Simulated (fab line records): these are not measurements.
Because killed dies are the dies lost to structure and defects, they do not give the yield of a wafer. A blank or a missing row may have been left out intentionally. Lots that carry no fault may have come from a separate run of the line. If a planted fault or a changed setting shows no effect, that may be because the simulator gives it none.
Which tool was responsible? ; flow gf180mcu ; at 1 step of a route of 602, 12 lots with 36 wafers sampled

WHAT THE GAUGES READ, wafer by wafer
GF_V1_THK_MEAS_25: measures by xrf.
lot;measured;on;V1_W_THK (nm)
L075;day 19 09:12;filmMetro-01;347 350 351
L076;day 20 05:55;filmMetro-02;336 335 338
L079;day 20 18:10;filmMetro-02;331 339 331
L082;day 22 07:11;filmMetro-01;341 339 339
L084;day 22 09:27;filmMetro-03;339 336 336
L085;day 22 16:43;filmMetro-02;331 337 335
L087;day 23 11:30;filmMetro-02;338 336 337
L089;day 24 05:26;filmMetro-03;340 335 344
L091;day 24 15:40;filmMetro-03;343 345 339
L093;day 25 13:01;filmMetro-02;341 346 338
L095;day 26 06:09;filmMetro-01;334 337 331
L097;day 26 16:49;filmMetro-03;351 351 345

TOOL THAT RAN EACH LOT (tool first, then ch and the chambers of the sampled wafers, then the start)
No process step before these readings appears in the record.

THE ANSWER, worked out from the rows above alone
Rule: the lots themselves supply what counts as usual. The widest of any qualifying gaps counts: lots, ordered by their means at a reading, are off when they make up no more than a third of the lots, leave a main group of 4 or more, and stand apart from it by 3 or more times the standard deviation of that group's means. If all means in a main group match to the digits the tables above print for the reading, that group is not used. A lot without any number at a reading at which 4 lots or more have one is off too. The other lots that the step has rows for count as sound.
Across all readings shown, no lot is off: no conclusion can be drawn from this.

WHAT THE SIMULATOR PUT IN
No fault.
